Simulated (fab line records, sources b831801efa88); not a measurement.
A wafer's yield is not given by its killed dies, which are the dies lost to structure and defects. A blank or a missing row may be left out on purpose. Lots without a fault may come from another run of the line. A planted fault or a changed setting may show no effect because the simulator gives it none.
Problem report, 8D (eight disciplines) form, completed by code	flow sky130	the parts of the form that need people (team, actions taken, sign-off) are left out

== 1. THE PROBLEM ==
Mean of spin speed rpm at SKY_RES_XHIGH_COAT_02: 2577.6 rpm across 6 wafers in 2 lots; on wafers with no fault it is 2999.9 rpm (standard deviation 1.8). That is -99 or more standard deviations from the usual mean.
The step: resist thk 1140 nm.
The first sign was on wafer L375.2 at day 30 09:44, on litho track-03. The record holds 33 wafers of 11 lots with a number at this step. The rule behind "out" and "out of limits": a value lying over 4 standard deviations away from the usual mean. Any other wafer with a number is counted as sound.

== 2. WHAT IT IS, WHAT IT ISN'T ==
question	is	is not
which readings at this step	spin speed rpm	exhaust pa, resist line temp C
which lots	L375, L377	L364, L369, L370, L371, L372, L374, L378, L383, L386
which wafers of those lots	all that have a number	-
read on which tools	litho track-03	litho track-02, litho track-04
when	from day 30 09:44	up to then (18 sound wafers); but 9 sound wafers of L378, L383, L386 came after

== 3. WHAT RULES OUT EACH SUSPECT ==
Counting: a tool at any process step up to the reading remains a suspect when it ran all the lots that are out and ran no sound lot after the first of those.
- litho track-03 at SKY_RES_XHIGH_COAT_02 (resist thk 1140 nm): kept. It processed each lot that is out, first L375 at day 30 09:44, and no sound lot thereafter; up to then, the last sound lot it processed was L374 at day 29 23:01. Its own readings are out on those wafers: spin speed rpm.
The count leaves litho track-03 at SKY_RES_XHIGH_COAT_02.

== 4. THE CAUSE (what the simulator had put in) ==
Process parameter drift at SKY_RES_XHIGH_COAT_02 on litho track-03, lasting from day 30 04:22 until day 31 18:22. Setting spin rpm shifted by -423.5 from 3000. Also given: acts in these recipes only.
The count eliminated every tool but this one.

== 5. THE EFFECT CHAIN, in route order ==
Each row: a reading where the mean over the struck wafers with a number is more than 3 standard deviations away from the usual. Only readings whose record carries a usual standard deviation are examined. hours: median over the lots of the time between each lot's start at the first step of this table that gives one and its start at this step. sigmas: the change, counted in usual standard deviations.
hours	step	reading	usual	on struck wafers	change	sigmas
0	SKY_RES_XHIGH_COAT_02	spin speed rpm	2999.9 rpm	2577.6	-422.3	-99 or more
14	SKY_RES_XHIGH_STRIP_08	strip time to endpoint s	14.26 s	15.31	+1.05	+30
Process steps it contains:
- SKY_RES_XHIGH_COAT_02: resist thk 1140 nm.
- SKY_RES_XHIGH_STRIP_08: strips in O2/N2.

== 6. WHAT WOULD HAVE CAUGHT IT SOONER ==
First out-of-limits reading in this record: day 30 09:44, which is 5 hours after fault onset at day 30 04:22.
